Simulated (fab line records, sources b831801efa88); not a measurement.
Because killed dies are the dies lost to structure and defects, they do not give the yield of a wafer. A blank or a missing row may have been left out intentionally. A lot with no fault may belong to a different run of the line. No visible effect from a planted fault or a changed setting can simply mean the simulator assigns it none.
A struck lot beside a sound one :: flow sky130 :: 14 steps out of a route of 708
Sound: the wafers L397.1, L397.3, L397.5. Struck: wafers L405.1, L405.4, L405.6. The cause comes at the end.
Each step with rows lists, per side, the tool, then ch with its chambers, then its first start. Under that, the readings that differ: sound wafers :: struck wafers :: difference of the means :: sigmas: that difference in standard deviations of wafers without a fault.
alike: readings with means less than 2 such deviations apart, plus words and numbers identical on both sides. not compared: withheld readings, readings lacking a value on some wafer, bounds such as >300 that could conceal the same value, and numbers that have no deviation in the record and whose values overlap.
The two part at a step that has a row with sigmas, a row that says differs or no value, or rows on one side only. Non-overlapping numbers with no deviation appear without sigmas and do not part them. A reading missing from all wafers of one side parts the sides only when that side holds two or more wafers.

SKY_VIA2_STRIP_16: strips in O2/N2.
  sound on plasma_asher-02 ch 0,1, day 36 05:11; struck on plasma_asher-01 ch 0,1, day 39 01:41
  alike: drypump_motor_current_A, oes_product_au, strip_time_to_endpoint_s
  not compared: rf_hours_counter_h
then, 3 steps without rows for these wafers: SKY_VIA2_STRIP_17 (strips in post etch residue remover, time 1200 s); SKY_VIA2_CLEAN_18 (cleans in IPA, time 180 s); SKY_VIA2_CLEAN_19 (cleans in O3/DIW).
SKY_VIA2_SPUTTER_20: material TiN, target thk 20 nm, time 80 s.
  sound: pvd_sputter-03 at day 36 05:46; struck: pvd_sputter-04 at day 39 02:18
  alike: cathode_dc_power_W, chamber_pressure_pa, throttle_valve_pct
SKY_VIA2_CVD_21: deposits W, target thk 420 nm, time 126.4 s.
  sound on cvd_w-02 ch 0,1, day 36 05:50; struck on cvd_w-02 ch 0,1, day 39 02:22
  alike: heater_power_w
SKY_VIA2_RS_MEAS_22: the measuring method here is four-point-probe.
  sound: film_metro-01 at day 36 05:58; struck: film_metro-03 at day 39 02:30
  alike: VIA2_W_RS
SKY_VIA2_THK_MEAS_23: measures by xrf.
  sound: film_metro-01 at day 36 06:05; struck: film_metro-03 at day 39 02:37
  alike: VIA2_W_THK
then, 1 step without rows for these wafers: SKY_VIA2_CMP_24 (polishes, stops on SiO2, t overpolish 20 s, target thk 0 nm).
SKY_METAL3_SPUTTER_00: material Ti, target thk 15 nm, time 10 s.
  sound: pvd_sputter-04 at day 36 06:26; struck: pvd_sputter-03 at day 39 02:59
  alike: cathode_dc_power_W, chamber_pressure_pa, throttle_valve_pct
then, 1 step without rows for these wafers: SKY_METAL3_SPUTTER_01 (material TiN, target thk 20 nm, time 16.7 s).
SKY_METAL3_SPUTTER_02: material AlCu, target thk 735 nm, time 39.1 s.
  sound: pvd_sputter-04 at day 36 06:29; struck: pvd_sputter-03 at day 39 03:01
  alike: cathode_dc_power_W, chamber_pressure_pa, throttle_valve_pct
SKY_METAL3_SPUTTER_03: material Ti, target thk 5 nm, time 3.3 s.
  sound: pvd_sputter-04 at day 36 06:31; struck: pvd_sputter-03 at day 39 03:04
  no value came back on the struck wafers for cathode_dc_power_W (W), chamber_pressure_pa (Pa), throttle_valve_pct (%); on the sound wafers cathode_dc_power_W (W) reads 3000.0 3000.6 3000.7
then, 1 step without rows for these wafers: SKY_METAL3_SPUTTER_04 (material TiN, target thk 70 nm, time 58.3 s).

== WHERE THEY PART ==
At SKY_METAL3_SPUTTER_03 and nowhere else, as far as this record goes.

WHY: what had been put in by the simulator
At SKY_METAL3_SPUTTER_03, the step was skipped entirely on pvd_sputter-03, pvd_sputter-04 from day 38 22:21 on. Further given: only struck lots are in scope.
